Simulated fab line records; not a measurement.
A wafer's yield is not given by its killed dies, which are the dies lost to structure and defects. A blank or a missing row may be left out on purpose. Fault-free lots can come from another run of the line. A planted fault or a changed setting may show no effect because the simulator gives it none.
Matching of chambers | flow gf180mcu | GF_SAB_CVD_00 on pecvd-02: 3 sister chambers
The step deposits SiO2 from TEOS, target thk 50 nm, time 4.9302 s. 6 wafers are shown with their chamber, then 8 later ones without.

EACH WAFER AND ITS CHAMBER
wafer  | chamber | heater_power_w (W)
L079.4 | 0       | 571
L079.6 | 2       | 615
L081.1 | 0       | 641
L081.2 | 2       | 619
L081.3 | 1       | 725
L081.4 | 1       | 734

WAFERS WITHOUT THEIR CHAMBER
wafer  | heater_power_w (W)
L081.5 | 642
L081.6 | 613
L083.1 | 585
L083.2 | 634
L083.3 | 699
L083.4 | 595
L083.5 | 640
L083.6 | 704

EACH ONE'S CHAMBER
wafer  | from the rows above     | in truth
L081.5 | can't be placed: 2 or 0 | 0
L081.6 | can't be placed: 2 or 0 | 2
L083.1 | can't be placed: 0 or 2 | 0
L083.2 | can't be placed: 2 or 0 | 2
L083.3 | can't be placed: 1 or 2 | 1
L083.4 | can't be placed: 0 or 2 | 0
L083.5 | can't be placed: 2 or 0 | 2
L083.6 | 1                       | 1
Placed correctly: 1 of 8. From these rows, 7 cannot be placed; in 7 the true chamber is one of the candidates. Wrongly placed: 0.
How it was worked out, from the rows above alone: a wafer's distance from a chamber is the root of the sum, over the readings, of the square of ((its reading less the chamber's mean) divided by the reading's scatter). If the next closest chamber is less than 2 further off than the closest, the wafer can't be placed; otherwise it belongs to the closest. Each chamber's mean is taken over the wafers shown for it. How the scatter is found: for the shown wafers, subtract from each reading the mean of its chamber, square and add these, divide the total by (wafers less chambers), then take the root.
